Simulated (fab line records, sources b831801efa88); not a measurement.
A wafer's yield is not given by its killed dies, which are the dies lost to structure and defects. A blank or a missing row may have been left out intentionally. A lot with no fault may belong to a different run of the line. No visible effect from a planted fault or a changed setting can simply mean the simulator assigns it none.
Lot-split experiment -- flow sky130 -- 23 wafers read from 5 lots, route of 708 steps

== THE SPLIT ==
At SKY_VIA2_COAT_07 (resist thk 450 nm), the setting spin_rpm was moved away from the recipe's 3000 rpm on 7 of the 23 wafers read, by -6.9% to +7.2%. All remaining wafers had this setting at the recipe value.

The reading comes from the split's own step.

== THE READING ==
KrF-thick_of_VIA2_COAT_07.thk_nm (the simulator's own value, which no gauge read), in nm, at SKY_VIA2_COAT_07 (resist thk 450 nm). The file does not state a usual value for it. Here, 16 wafers ran the recipe; their average is 448.1 nm with a standard deviation of 1.2 nm.

wafer,"tool, chamber at the split","spin_rpm as run, rpm",against the recipe,"KrF-thick_of_VIA2_COAT_07.thk_nm, nm",against lot-mates on the recipe
L074.1,"litho_track-03, 0",2793,-6.9%,462.6,+15.9
L074.3,"litho_track-03, 0",3000,recipe,448.1,-
L074.4,"litho_track-03, 0",3000,recipe,445.3,-
L074.5,"litho_track-03, 0",3000,recipe,446.8,-
L074.6,"litho_track-03, 0",2793,-6.9%,464.6,+17.9
L076.1,"litho_track-03, 0",3000,recipe,446.2,-
L076.2,"litho_track-03, 0",3000,recipe,448.9,-
L076.6,"litho_track-03, 0",3000,recipe,448.7,-
L077.1,"litho_track-04, 0",3000,recipe,448.8,-
L077.3,"litho_track-04, 0",3000,recipe,449.7,-
L077.5,"litho_track-04, 0",3000,recipe,449.7,-
L077.4,"litho_track-04, 0",3000,recipe,448,-
L077.6,"litho_track-04, 0",3000,recipe,448.7,-
L081.1,"litho_track-02, 0",3216,+7.2%,433.8,-14.8
L081.2,"litho_track-02, 0",3216,+7.2%,433.5,-15.1
L081.3,"litho_track-02, 0",3216,+7.2%,434.3,-14.3
L081.4,"litho_track-02, 0",3000,recipe,448.4,-
L081.6,"litho_track-02, 0",3000,recipe,448.8,-
L083.1,"litho_track-04, 0",3000,recipe,447.6,-
L083.2,"litho_track-04, 0",3000,recipe,447.4,-
L083.3,"litho_track-04, 0",3000,recipe,448.9,-
L083.4,"litho_track-04, 0",2887,-3.8%,457.1,+9.1
L083.6,"litho_track-04, 0",2887,-3.8%,456.7,+8.7

FIT RESULTS
A straight line over all 23 wafers: KrF-thick_of_VIA2_COAT_07.thk_nm changes by -2.11 nm for each +1% of spin_rpm; r = -0.99; the points scatter about the line by 1.2 nm.
The same after taking each lot's own level away (the mean of its wafers on the recipe; 23 wafers): -2.22 nm for each +1%; r = -0.99; scatter 1 nm.
On that fit, the largest move of spin_rpm shifts the reading by 16 nm.
The lots' own levels span 446.73 to 448.98 nm, that is 1.9 times the standard deviation above.
Hence the lot-to-lot level has little effect on the slope; both slopes agree.
Check: -15.8 nm against its lot-mates is what the line predicts for one of the wafers moved furthest among these (+7.2%) when that wafer is left out of the fit. Against them it came out at -14.8 nm.

== OTHER SPLITS APPLIED TO THESE WAFERS ==
Other splits were also applied to these wafers ahead of the reading. Each is held against what the fit with the lots' levels taken away leaves over:
other split on the same wafers,wafers away from the commonest value,r with KrF-thick_of_VIA2_COAT_07.thk_nm (lot level and that fit taken away)
SKY_LDD_P_DEVELOP_06 dev_temp_c,8,-0.52
SKY_LDD_HVN_IMPLANT_08 energy_kev,10,-0.01
SKY_LDD_LDN_IMPLANT_10 energy_kev,8,+0.01
SKY_SD_P_DEVELOP_06 develop_time_s,11,-0.05
SKY_RES_XHIGH_IMPLANT_07 dose_cm2,8,-0.11
SKY_SD_N_SOFTBAKE_03 temp_c,8,-0.19
SKY_LI_CONTACT_EXPOSE_09 dose_mj,6,-0.09
SKY_LI_CONTACT_ETCH_14 ion_energy_ev,9,+0.21
SKY_CONTACT_ETCH_16 time_s,10,+0.00
SKY_CONTACT_CMP_27 t_overpolish_s,8,+0.16
SKY_METAL2_SPUTTER_01 time_s,8,-0.10

== FILE'S OWN FIT ==
KrF-thick_of_VIA2_COAT_07.thk_nm changes by -2.26 nm for each +1% of spin_rpm, r = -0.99.
